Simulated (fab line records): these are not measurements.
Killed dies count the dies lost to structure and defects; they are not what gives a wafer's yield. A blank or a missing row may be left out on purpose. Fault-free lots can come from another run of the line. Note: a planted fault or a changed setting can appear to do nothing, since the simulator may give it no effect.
A struck lot beside a sound one || flow gf180mcu || 21 steps out of a route of 602
Sound: wafers L653.2, L653.5, L653.6. Wafers L644.1, L644.2, L644.3 were the ones struck. At the end, the cause is stated.
Each step with rows lists, per side, the tool, then ch with its chambers, then its first start. Under that, the readings that differ: sound wafers || struck wafers || difference of the means || sigmas: that difference in standard deviations of wafers without a fault.
alike: readings whose means differ by less than 2 such deviations, and words and numbers that are the same on both sides. not compared: withheld readings, readings that some wafer has no value for, bounds like >300 that may hide the same value, and numbers for which the record gives no deviation and whose values overlap.
The two part at a step that has a row with sigmas, a row that says differs or no value, or rows on one side only. Numbers that have no deviation but don't overlap get no sigmas and don't part them. A reading that every wafer of one side lacks parts them only if that side has two wafers or more.

first, 6 steps without rows for these wafers: GF_DNWELL_COAT_02 (resist thk 3000 nm); GF_DNWELL_SOFTBAKE_03; GF_DNWELL_EXPOSE_04 (exposes mask DNWELL, target cd 1700 nm); GF_DNWELL_PEB_05; GF_DNWELL_DEVELOP_06 (develop time 60 s); GF_DNWELL_IMPLANT_07.
GF_DNWELL_STRIP_08: strips in O2/N2.
  sound on plasma_asher-03 ch 0,1, day 5 17:11; struck on plasma_asher-01 ch 0,1, day 3 10:15
  alike: drypump_motor_current_A, heater_power_w, oes_product_au, strip_time_to_endpoint_s
  not compared: rf_hours_counter_h
GF_DNWELL_TW_MEAS_09:
  sound: film_metro-02 at day 5 17:17; struck: film_metro-02 at day 3 10:21
  alike: DNWELL_TW
then, 4 steps without rows for these wafers: GF_NWELL_DEHYDRATE_00 (time 60 s); GF_NWELL_HMDS_01 (prime time 60 s); GF_NWELL_COAT_02 (resist thk 3000 nm); GF_NWELL_SOFTBAKE_03.
GF_NWELL_EXPOSE_04: exposes mask Nwell, target cd 860 nm.
  sound on iline_stepper-01 ch 0, day 6 01:04; struck on iline_stepper-02 ch 0, day 3 16:57
{"reading": "mask", "sound": "Nwell#0 Nwell#0 Nwell#0", "struck": "DNWELL#0 DNWELL#0 DNWELL#0", "difference": "differs", "sigmas": ""}
then, 2 steps without rows for these wafers: GF_NWELL_PEB_05; GF_NWELL_DEVELOP_06 (develop time 60 s).
GF_NWELL_OVL_MEAS_07:
  sound: overlay-02 at day 6 08:41; struck: overlay-02 at day 3 23:14
{"reading": "NWELL_OVL (nm)", "sound": "2.7 2.4 1.2", "struck": "- - -", "difference": "no value on the struck wafers", "sigmas": ""}
then, 2 steps without rows for these wafers: GF_NWELL_IMPLANT_08; GF_NWELL_IMPLANT_09.
GF_NWELL_STRIP_10: strips in O2/N2.
  sound on plasma_asher-01 ch 0,1, day 6 09:01; struck on plasma_asher-01 ch 0,1, day 3 23:34
  alike: drypump_motor_current_A, heater_power_w, oes_product_au, strip_time_to_endpoint_s
  not compared: rf_hours_counter_h
GF_NWELL_TW_MEAS_11:
  sound: film_metro-02 at day 6 09:08; struck: film_metro-01 at day 3 23:41
{"reading": "NWELL_TW", "sound": "1558 1557 1554", "struck": "30 30 30", "difference": -1526, "sigmas": -95}
then, 1 step without rows for these wafers: GF_LVPWELL_DEHYDRATE_00 (time 60 s).

WHERE THEY PART
First at GF_NWELL_EXPOSE_04; last, within this record, at GF_NWELL_TW_MEAS_11.

WHY: what had been put in by the simulator
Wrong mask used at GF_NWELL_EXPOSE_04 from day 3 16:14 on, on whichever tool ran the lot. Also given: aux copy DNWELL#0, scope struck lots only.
